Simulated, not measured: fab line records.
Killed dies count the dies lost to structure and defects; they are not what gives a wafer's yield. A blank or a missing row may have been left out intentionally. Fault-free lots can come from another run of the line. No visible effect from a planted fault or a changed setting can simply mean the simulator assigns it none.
fab line records	flow sky130	part 1 of 2: steps 1 to 41 of 42
[record] lots = 6	wafers = 18	lastDay = 49
route steps=708 shown RES_XHIGH@339 SD_N@342 SD_P@359 SALICIDE@361 LI_CONTACT@362 PAD_OPEN@708
lots untouched by any fault: they come from a run of this same line in which no faults occurred
startH: start of the lot's first displayed wafer, in hours after the record's first day	waitH: hours from the lot's prior step to this one	" unchanged from the row above	L1.1+2: a row that stands for several wafers	- value missing, or start not given	* or withheld: withheld	< > ~ a bound
route shown NAME@n: names a module that has steps shown in the file, with the first one's number in the route	usual: mean and standard deviation over wafers with no fault	same: alike in all rows	chamber/n: place in a boat	sites: readings site by site	_std_site: the standard deviation of these	_edge_site: inner sites' mean taken away from outer sites' mean	radiusMm: how far each site lies from the wafer's centre	mask NAME#n: copy n	behind: the last tool/chamber to shape the wafer	hold: what put the lot on hold/how long, in hours/how the hold closed	device: the transistor (n, p or np) that didn't switch	end of line: the tests these same wafers got at the end of their route	a step with no rows: only its recipe	killed: the dies lost at the first sort to structure and to defects; this is not the yield of the wafer	map: per-die view of a wafer (x killed, . not killed, _ where there is no die)
set.NAME: the setting as run; set.NAME@STEP: as run at that earlier step	model.NAME: the simulator's own value behind a step, which no gauge read
lots at some steps of the route; a table a step, a row a wafer
services: when a tool's chamber went out of use (startH, in hours from the record's first day, below 0 if earlier), for how many hours, and the reason
[[steps]]
[step SKY_RES_XHIGH_IMPLANT_07]
[recipe] species = BF2	energyKev = 20	doseCm2 = 3.6e+14	tiltDeg = 0
[step SKY_RES_XHIGH_STRIP_08]
[recipe] chemistry = O2/N2	powerW = 1400	pressureMtorr = 1500	platenTempC = withheld	o2FlowSccm = 3000	n2FlowSccm = 300	overashFraction = 0.5
[usual] drypumpMotorCurrentA = 5.6/0.37	o2FlowSccm = 3000/9	oesProductAu = 0.711/0.0048	stripTimeToEndpointS = 14.26/0.043
lot.wafer	tool	chamber	startH	waitH	drypumpMotorCurrentA	o2FlowSccm	oesProductAu	rfHoursCounterH	stripTimeToEndpointS
L119.1	plasmaAsher-02	1	661.67	0.1	6.1	2995	0.704	23	14.25
L119.3	"	0	"	"	5.7	2998	0.705	-	14.26
L119.6	"	0	"	"	5.7	2999	0.710	-	14.24
L120.3	plasmaAsher-02	1	663.82	0.1	6.1	3005	0.710	-	14.29
L120.5	"	0	"	"	5.7	3020	0.711	-	14.23
L120.6	"	1	"	"	6.1	3012	0.716	-	14.28
L123.2	plasmaAsher-02	0	671.35	0.1	5.7	2998	0.713	23	14.30
L123.5	"	0	"	"	5.7	2999	0.712	-	14.26
L123.6	"	1	"	"	6.1	2989	0.702	-	14.28
L124.2	plasmaAsher-02	1	681.59	0.1	6.1	2991	0.710	24	14.26
L124.3	"	1	"	"	6.1	2995	0.706	-	14.24
L124.4	"	0	"	"	5.7	3006	0.717	-	14.20
L132.1	plasmaAsher-04	1	754.37	0.1	5.6	2993	0.714	1	14.28
L132.5	"	0	"	"	5.7	3001	0.714	-	14.33
L132.6	"	1	"	"	5.6	2997	0.715	-	14.28
L133.1	plasmaAsher-01	1	757.77	0.1	5.1	3009	0.706	91	14.22
L133.2	"	0	"	"	5.1	3006	0.717	91	14.25
L133.3	"	1	"	"	5.1	3018	0.722	-	14.20
[step SKY_RES_XHIGH_TW_MEAS_09]
[usual] RES_XHIGH_TW = 1641/14
lot.wafer	tool	chamber	startH	waitH	RES_XHIGH_TW
L119.1	filmMetro-02	-	661.77	0.1	1649
L119.3	"	-	"	"	1652
L119.6	"	-	"	"	1654
L120.3	filmMetro-02	-	663.91	0.1	1667
L120.5	"	-	"	"	1651
L120.6	"	-	"	"	1658
L123.2	filmMetro-02	-	671.46	0.1	1651
L123.5	"	-	"	"	1650
L123.6	"	-	"	"	1662
L124.2	filmMetro-01	-	681.70	0.1	1644
L124.3	"	-	"	"	1638
L124.4	"	-	"	"	1638
L132.1	filmMetro-01	-	754.47	0.1	1638
L132.5	"	-	"	"	1640
L132.6	"	-	"	"	1636
L133.1	filmMetro-03	-	757.87	0.1	1631
L133.2	"	-	"	"	1632
L133.3	"	-	"	"	1632
[step SKY_SD_N_DEHYDRATE_00]
[recipe] tempC = 200	timeS = 60
[step SKY_SD_N_HMDS_01]
[recipe] primeTimeS = 60	primeTempC = 120
[step SKY_SD_N_COAT_02]
[recipe] resist = NOVOLAK	spinRpm = 3000	resistThkNm = 1140
[step SKY_SD_N_SOFTBAKE_03]
[recipe] tempC = 90	timeS = 60	resist = NOVOLAK
[step SKY_SD_N_EXPOSE_04]
[recipe] maskId = NSDM	na = 0.6	sourceShape = conventional	sigmaOuter = 0.6	polarization = unpolarized	targetCdNm = 380	doseMj = 142.6
[step SKY_SD_N_PEB_05]
[recipe] tempC = withheld	timeS = *	resist = NOVOLAK
[step SKY_SD_N_DEVELOP_06]
[recipe] resist = NOVOLAK	developer = TMAH	developTimeS = 60	devTempC = 23
[step SKY_SD_N_CD_MEAS_07]
[recipe] targetCdNm = 380
[usual] cdNm = 379.7/2.2
lot.wafer	tool	chamber	startH	waitH	cdNm
L119.1	cdSem-01	-	689.84	0.1	383.0
L119.3	"	-	"	"	380.8
L119.6	"	-	"	"	381.2
L120.3	cdSem-01	-	691.33	0.2	376.3
L120.5	"	-	"	"	377.7
L120.6	"	-	"	"	378.0
L123.2	cdSem-01	-	698.44	0.1	377.9
L123.5	"	-	"	"	377.7
L123.6	"	-	"	"	377.0
L124.2	cdSem-01	-	709.06	0.1	383.4
L124.3	"	-	"	"	383.6
L124.4	"	-	"	"	378.8
L132.1	cdSem-01	-	781.07	0.1	378.2
L132.5	"	-	"	"	380.5
L132.6	"	-	"	"	378.8
L133.1	cdSem-01	-	783.61	0.1	380.8
L133.2	"	-	"	"	380.8
L133.3	"	-	"	"	380.0
[step SKY_SD_N_OVL_MEAS_08]
[usual] SD_N_OVL = -0.1/1.3
lot.wafer	tool	chamber	startH	waitH	SD_N_OVL[nm]
L119.1	overlay-01	-	689.96	0.1	0.3
L119.3	"	-	"	"	0.5
L119.6	"	-	"	"	2.5
L120.3	overlay-01	-	691.42	0.1	-0.8
L120.5	"	-	"	"	-1.3
L120.6	"	-	"	"	-0.1
L123.2	overlay-02	-	698.54	0.1	-1.4
L123.5	"	-	"	"	-1.5
L123.6	"	-	"	"	-0.4
L124.2	overlay-02	-	709.17	0.1	2.0
L124.3	"	-	"	"	1.3
L124.4	"	-	"	"	0.8
L132.1	overlay-02	-	781.19	0.1	0.1
L132.5	"	-	"	"	0.2
L132.6	"	-	"	"	1.2
L133.1	overlay-01	-	783.73	0.1	-1.0
L133.2	"	-	"	"	-0.9
L133.3	"	-	"	"	-1.1
[step SKY_SD_N_IMPLANT_09]
[recipe] species = As	energyKev = 50	doseCm2 = 4e+15	tiltDeg = 0
lot.wafer	tool	chamber	startH	waitH
L119.1+3+6	implanter-03	0	690.00	0.0
L120.3+5+6	implanter-04	0	691.49	0.1
L123.2+5+6	implanter-03	0	698.60	0.0
L124.2+3+4	implanter-02	0	709.22	0.0
L132.1+5+6	implanter-04	0	781.22	0.0
L133.1+2+3	implanter-04	0	783.77	0.0
[step SKY_SD_N_IMPLANT_10]
[recipe] species = P	energyKev = 20	doseCm2 = 1e+14	tiltDeg = 0
[step SKY_SD_N_STRIP_11]
[recipe] chemistry = O2/N2	powerW = 1400	pressureMtorr = 1500	platenTempC = withheld	o2FlowSccm = 3000	n2FlowSccm = 300	overashFraction = 0.5
[usual] drypumpMotorCurrentA = 5.72/0.22	o2FlowSccm = 3000/8.5	oesProductAu = 0.527/0.0051	stripTimeToEndpointS = 22.52/0.038
lot.wafer	tool	chamber	startH	waitH	drypumpMotorCurrentA	o2FlowSccm	oesProductAu	rfHoursCounterH	stripTimeToEndpointS
L119.1	plasmaAsher-04	0	690.30	0.1	5.76	3001	0.519	103	22.43
L119.3	"	1	"	"	5.58	2996	0.526	-	22.48
L119.6	"	0	"	"	5.73	2999	0.532	-	22.46
L120.3	plasmaAsher-02	1	691.78	0.1	6.10	2996	0.530	-	22.52
L120.5	"	1	"	"	6.12	3004	0.527	-	22.55
L120.6	"	0	"	"	5.68	3019	0.523	-	22.50
L123.2	plasmaAsher-04	1	698.87	0.1	5.57	3004	0.526	104	22.52
L123.5	"	1	"	"	5.59	2995	0.523	-	22.48
L123.6	"	0	"	"	5.73	3004	0.530	-	22.53
L124.2	plasmaAsher-04	1	709.50	0.1	5.60	2996	0.521	105	22.49
L124.3	"	0	"	"	5.73	3020	0.520	-	22.49
L124.4	"	1	"	"	5.59	2995	0.532	-	22.51
L132.1	plasmaAsher-04	0	781.52	0.1	5.74	3001	0.524	4	22.48
L132.5	"	0	"	"	5.73	3007	0.534	-	22.49
L132.6	"	1	"	"	5.63	3000	0.522	-	22.44
L133.1	plasmaAsher-02	1	784.07	0.1	6.15	2978	0.532	34	22.58
L133.2	"	0	"	"	5.67	2993	0.529	34	22.58
L133.3	"	1	"	"	6.13	2990	0.525	-	22.57
[step SKY_SD_N_TW_MEAS_12]
[usual] SD_N_TW = 3979/31
lot.wafer	tool	chamber	startH	waitH	SD_N_TW
L119.1	filmMetro-01	-	690.40	0.1	3994
L119.3	"	-	"	"	4002
L119.6	"	-	"	"	3996
L120.3	filmMetro-03	-	691.86	0.1	3961
L120.5	"	-	"	"	3968
L120.6	"	-	"	"	3971
L123.2	filmMetro-03	-	698.98	0.1	3955
L123.5	"	-	"	"	3982
L123.6	"	-	"	"	3980
L124.2	filmMetro-03	-	709.61	0.1	4000
L124.3	"	-	"	"	3990
L124.4	"	-	"	"	3989
L132.1	filmMetro-03	-	781.62	0.1	3965
L132.5	"	-	"	"	3971
L132.6	"	-	"	"	3959
L133.1	filmMetro-03	-	784.17	0.1	3954
L133.2	"	-	"	"	3950
L133.3	"	-	"	"	3956
[step SKY_SD_N_CLEAN_13]
[recipe] chemistry = SC1/SC2	mix = 1:4:20	tempC = 70	timeS = 150	dry = n2Spin
[step SKY_SD_N_RTA_14]
[recipe] tempC = 1075	timeS = 2	idleTempC = 650	rampUpCPerS = 150	rampDownCPerS = 90	ambient = N2
[usual] lampPowerPct = 15.74/0.047	wafer_temp_C_max = 1078.1/1.4
lot.wafer	tool	chamber	startH	waitH	lampPowerPct	wafer_temp_C_max
L119.1	rtpAnneal-01	0	690.51	0.0	15.74	1080.0
L119.3	"	0	"	"	15.69	1079.5
L119.6	"	0	"	"	15.73	1080.2
L120.3	rtpAnneal-02	0	691.97	0.0	15.76	1076.3
L120.5	"	0	"	"	15.70	1078.5
L120.6	"	0	"	"	15.74	1078.2
L123.2	rtpAnneal-01	0	699.09	0.0	15.74	1077.8
L123.5	"	0	"	"	15.77	1077.1
L123.6	"	0	"	"	15.78	1077.2
L124.2	rtpAnneal-02	0	709.73	0.0	15.69	1078.2
L124.3	"	0	"	"	15.77	1076.9
L124.4	"	0	"	"	15.71	1080.1
L132.1	rtpAnneal-02	0	781.73	0.0	15.79	1078.5
L132.5	"	0	"	"	15.80	1078.1
L132.6	"	0	"	"	15.79	1076.8
L133.1	rtpAnneal-01	0	784.28	0.0	15.71	1077.5
L133.2	"	0	"	"	15.73	1076.6
L133.3	"	0	"	"	15.73	1078.8
[step SKY_SD_N_RS_MEAS_16]
[recipe] thkMeasGauge = four-point-probe
[usual] SD_N_RS = 68.45/0.12
lot.wafer	tool	chamber	startH	waitH	SD_N_RS[ohm/sq]
L119.1	filmMetro-01	-	690.68	0.1	68.48
L119.3	"	-	"	"	68.49
L119.6	"	-	"	"	68.37
L120.3	filmMetro-01	-	692.23	0.1	68.51
L120.5	"	-	"	"	68.35
L120.6	"	-	"	"	68.44
L123.2	filmMetro-01	-	699.28	0.1	68.41
L123.5	"	-	"	"	68.49
L123.6	"	-	"	"	68.42
L124.2	filmMetro-01	-	709.91	0.1	68.41
L124.3	"	-	"	"	68.28
L124.4	"	-	"	"	68.42
L132.1	filmMetro-01	-	781.91	0.1	68.26
L132.5	"	-	"	"	68.43
L132.6	"	-	"	"	68.36
L133.1	filmMetro-02	-	784.45	0.1	68.57
L133.2	"	-	"	"	68.50
L133.3	"	-	"	"	68.57
[step SKY_SD_N_RS_MEAS_17]
[recipe] thkMeasGauge = four-point-probe
[usual] SD_P_RS = 146.3/0.42
lot.wafer	tool	chamber	startH	waitH	SD_P_RS[ohm/sq]
L119.1	filmMetro-01	-	690.80	0.1	146.6
L119.3	"	-	"	"	146.4
L119.6	"	-	"	"	146.3
L120.3	filmMetro-01	-	692.35	0.1	146.5
L120.5	"	-	"	"	146.3
L120.6	"	-	"	"	146.3
L123.2	filmMetro-01	-	699.40	0.1	146.2
L123.5	"	-	"	"	146.2
L123.6	"	-	"	"	146.3
L124.2	filmMetro-01	-	710.03	0.1	146.1
L124.3	"	-	"	"	145.7
L124.4	"	-	"	"	145.8
L132.1	filmMetro-01	-	782.03	0.1	146.0
L132.5	"	-	"	"	146.3
L132.6	"	-	"	"	146.3
L133.1	filmMetro-02	-	784.57	0.1	147.0
L133.2	"	-	"	"	146.4
L133.3	"	-	"	"	146.8
[step SKY_SD_N_RS_MEAS_18]
[recipe] thkMeasGauge = four-point-probe
[usual] RES_XHIGH_RS = 333.3/1.3
lot.wafer	tool	chamber	startH	waitH	RES_XHIGH_RS[ohm/sq]
L119.1	filmMetro-01	-	690.92	0.1	332.9
L119.3	"	-	"	"	333.6
L119.6	"	-	"	"	332.4
L120.3	filmMetro-01	-	692.47	0.1	332.7
L120.5	"	-	"	"	334.2
L120.6	"	-	"	"	332.9
L123.2	filmMetro-01	-	699.52	0.1	334.1
L123.5	"	-	"	"	333.6
L123.6	"	-	"	"	333.6
L124.2	filmMetro-01	-	710.15	0.1	332.4
L124.3	"	-	"	"	331.9
L124.4	"	-	"	"	332.6
L132.1	filmMetro-01	-	782.15	0.1	333.6
L132.5	"	-	"	"	333.0
L132.6	"	-	"	"	333.6
L133.1	filmMetro-02	-	784.69	0.1	335.9
L133.2	"	-	"	"	334.6
L133.3	"	-	"	"	336.1
[step SKY_SALICIDE_CLEAN_00]
[recipe] chemistry = HF-last	timeS = 30	dilution = 100:1	dry = ipaMarangoni
[step SKY_LI_CONTACT_HDPCVD_00]
[recipe] material = PSG	targetThkNm = 930	sigmaOpenFrac = 0.3	timeS = 155	tempC = 600	sih4FlowSccm = 60	pressureMtorr = 6
[step SKY_LI_CONTACT_THK_MEAS_01]
[recipe] reads = PSG_of_LI_CONTACT_HDPCVD_00
[usual] LI_CONTACT_HDPCVD_THK = 926/11
lot.wafer	tool	chamber	startH	waitH	LI_CONTACT_HDPCVD_THK[nm]
L119.1	filmMetro-01	-	691.21	0.1	945
L119.3	"	-	"	"	920
L119.6	"	-	"	"	938
L120.3	filmMetro-03	-	692.69	0.1	928
L120.5	"	-	"	"	914
L120.6	"	-	"	"	916
L123.2	filmMetro-03	-	699.75	0.1	931
L123.5	"	-	"	"	931
L123.6	"	-	"	"	925
L124.2	filmMetro-01	-	710.58	0.2	911
L124.3	"	-	"	"	922
L124.4	"	-	"	"	921
L132.1	filmMetro-03	-	782.39	0.1	935
L132.5	"	-	"	"	944
L132.6	"	-	"	"	928
L133.1	filmMetro-03	-	784.93	0.1	936
L133.2	"	-	"	"	930
L133.3	"	-	"	"	925
[step SKY_LI_CONTACT_CMP_02]
[recipe] material = PSG	downForcePsi = 4	platenRpm = 60	padVelocityMS = 0.94248
[usual] motorCurrentA = 11.9/1.5	retainingRingPressureFrac = 1.001/0.0046	timeToEndpointS = 32.3/2.3
lot.wafer	tool	chamber	startH	waitH	motorCurrentA	retainingRingPressureFrac	timeToEndpointS
L119.3	cmp-02	3	691.27	0.0	11.1	0.996	34.8
L119.1	"	1	"	"	9.2	0.993	37.5
L119.6	"	0	"	"	11.8	1.005	35.0
L120.3	cmp-01	0	692.85	0.2	14.2	0.998	31.5
L120.6	"	3	"	"	13.0	1.008	30.2
L120.5	"	0	"	"	15.1	1.003	29.7
L123.2	cmp-02	0	699.90	0.1	12.4	0.990	35.4
L123.5	"	2	"	"	12.2	0.999	34.9
L123.6	"	3	"	"	10.8	1.005	35.2
L124.2	cmp-02	3	710.63	0.0	11.1	0.999	31.3
L124.3	"	0	"	"	12.3	1.000	30.6
L124.4	"	2	"	"	12.0	1.000	33.2
L132.1	cmp-02	1	782.45	0.1	9.4	1.001	33.0
L132.5	"	1	"	"	9.1	1.007	35.3
L132.6	"	2	"	"	12.0	1.002	31.9
L133.3	cmp-01	3	784.99	0.0	12.7	1.002	31.3
L133.1	"	0	"	"	14.1	0.999	31.0
L133.2	"	2	"	"	13.4	1.004	32.2
[step SKY_LI_CONTACT_BOW_MEAS_03]
[recipe] mode = bow
[usual] LI_CONTACT_BOW = 55/7.2
lot.wafer	tool	chamber	startH	waitH	LI_CONTACT_BOW[um]
L119.1	filmMetro-03	-	691.57	0.1	56
L119.3	"	-	"	"	55
L119.6	"	-	"	"	58
L120.3	filmMetro-01	-	693.14	0.2	47
L120.5	"	-	"	"	45
L120.6	"	-	"	"	47
L123.2	filmMetro-02	-	700.12	0.2	52
L123.5	"	-	"	"	63
L123.6	"	-	"	"	73
L124.2	filmMetro-02	-	710.95	0.3	65
L124.3	"	-	"	"	59
L124.4	"	-	"	"	59
L132.1	filmMetro-03	-	782.75	0.2	50
L132.5	"	-	"	"	48
L132.6	"	-	"	"	57
L133.1	filmMetro-02	-	785.29	0.2	37
L133.2	"	-	"	"	49
L133.3	"	-	"	"	56
[step SKY_LI_CONTACT_DEHYDRATE_04]
[recipe] tempC = 200	timeS = 60
[step SKY_LI_CONTACT_HMDS_05]
[recipe] primeTimeS = 60	primeTempC = 120
[step SKY_LI_CONTACT_COAT_06]
[recipe] resist = BARC	tempC = withheld	timeS = withheld	spinRpm = 3000	resistThkNm = 60
[step SKY_LI_CONTACT_COAT_07]
[recipe] resist = KrF-thick	spinRpm = 3000	resistThkNm = 450
[step SKY_LI_CONTACT_SOFTBAKE_08]
[recipe] tempC = 100	timeS = 90	resist = KrF-thick
[step SKY_LI_CONTACT_EXPOSE_09]
[recipe] maskId = LICM1	na = 0.8	sourceShape = annular	sigmaInner = 0.55	sigmaOuter = 0.85	targetCdNm = 170	doseMj = 38
[step SKY_LI_CONTACT_PEB_10]
[recipe] pebTempC = withheld	pebTimeS = withheld	resist = KrF-thick
[step SKY_LI_CONTACT_DEVELOP_11]
[recipe] developTimeS = 60	resist = KrF-thick	devTempC = 21
[step SKY_LI_CONTACT_CD_MEAS_12]
[recipe] targetCdNm = 170
[usual] cdNm = 170.3/1.4
lot.wafer	tool	chamber	startH	waitH	cdNm
L119.1	cdSem-01	-	718.26	-	170.7
L119.3	"	-	"	"	172.0
L119.6	"	-	"	"	171.2
L120.3	cdSem-01	-	721.03	-	169.4
L120.5	"	-	"	"	168.3
L120.6	"	-	"	"	168.6
L123.2	cdSem-02	-	727.42	-	172.4
L123.5	"	-	"	"	172.7
L123.6	"	-	"	"	170.7
L124.2	cdSem-01	-	739.03	-	170.1
L124.3	"	-	"	"	169.9
L124.4	"	-	"	"	169.8
L132.1	cdSem-02	-	810.14	-	168.0
L132.5	"	-	"	"	170.7
L132.6	"	-	"	"	169.7
L133.1	cdSem-02	-	812.90	-	171.0
L133.2	"	-	"	"	170.9
L133.3	"	-	"	"	171.8
[step SKY_LI_CONTACT_OVL_MEAS_13]
[usual] LI_CONTACT_OVL = 0/5.2
lot.wafer	tool	chamber	startH	waitH	LI_CONTACT_OVL[nm]
L119.1	overlay-02	-	718.38	0.1	5
L119.3	"	-	"	"	1
L119.6	"	-	"	"	-5
L120.3	overlay-01	-	721.12	0.1	-2
L120.5	"	-	"	"	1
L120.6	"	-	"	"	5
L123.2	overlay-02	-	727.53	0.1	3
L123.5	"	-	"	"	1
L123.6	"	-	"	"	3
L124.2	overlay-02	-	739.14	0.1	4
L124.3	"	-	"	"	13
L124.4	"	-	"	"	3
L132.1	overlay-02	-	810.26	0.1	2
L132.5	"	-	"	"	2
L132.6	"	-	"	"	8
L133.1	overlay-01	-	813.02	0.1	-6
L133.2	"	-	"	"	-1
L133.3	"	-	"	"	-4
[step SKY_LI_CONTACT_ETCH_14]
[recipe] chemistry = N2/H2	target = BARC	ionEnergyEv = 200	sourceW = 500	biasW = 100	pressureMtorr = 30	n2FlowSccm = 100	h2FlowSccm = 200	stopOn = SiO2	timeS = 45.9	targetDepthA = 600
[step SKY_LI_CONTACT_ETCH_15]
[recipe] target = PSG	chemistry = C4F8/O2/Ar	stopOn = Si	taperDeg = 4.15	maskMaterial = KrF-thick	sourceW = 1500	biasW = 1163	pressureMtorr = 40	c4f8FlowSccm = withheld	O2_flow_sccm = 6	Ar_flow_sccm = 300	timeS = withheld	targetDepthA = 6000
[step SKY_LI_CONTACT_STRIP_16]
[recipe] chemistry = O2/N2	powerW = 1400	pressureMtorr = 1500	platenTempC = withheld	o2FlowSccm = 3000	n2FlowSccm = 300	overashFraction = 0.5
[usual] drypumpMotorCurrentA = 5.5/0.39	o2FlowSccm = 2999/8.3	oesProductAu = 0.376/0.0049	stripTimeToEndpointS = 3.500/0.023
lot.wafer	tool	chamber	startH	waitH	drypumpMotorCurrentA	o2FlowSccm	oesProductAu	rfHoursCounterH	stripTimeToEndpointS
L119.1	plasmaAsher-02	1	718.54	-	6.1	3019	0.366	27	3.474
L119.3	"	0	"	"	5.7	3003	0.366	-	3.442
L119.6	"	1	"	"	6.1	3001	0.374	-	3.465
L120.3	plasmaAsher-01	0	721.30	-	5.1	3002	0.369	-	3.453
L120.5	"	0	"	"	5.1	3000	0.385	-	3.472
L120.6	"	1	"	"	5.1	3004	0.378	-	3.477
L123.2	plasmaAsher-01	0	727.68	-	5.1	2998	0.377	88	3.530
L123.5	"	1	"	"	5.1	3001	0.375	-	3.527
L123.6	"	0	"	"	5.1	3002	0.377	-	3.557
L124.2	plasmaAsher-01	1	739.29	-	5.1	2988	0.384	89	3.497
L124.3	"	0	"	"	5.1	2990	0.374	-	3.486
L124.4	"	1	"	"	5.1	3004	0.377	-	3.537
L132.1	plasmaAsher-01	1	810.43	-	5.1	2998	0.377	96	3.482
L132.5	"	0	"	"	5.1	2999	0.367	-	3.505
L132.6	"	1	"	"	5.1	2995	0.376	-	3.513
L133.1	plasmaAsher-02	1	813.25	-	6.1	2996	0.377	36	3.498
L133.2	"	0	"	"	5.7	3002	0.374	36	3.493
L133.3	"	0	"	"	5.7	3002	0.375	-	3.523
[step SKY_LI_CONTACT_CLEAN_17]
[recipe] chemistry = NMP	timeS = 600	tempC = 60	dry = n2Spin
[step SKY_LI_CONTACT_PRE_CLEAN_18]
[recipe] gas = Ar	timeS = 5.6	biasV = 358
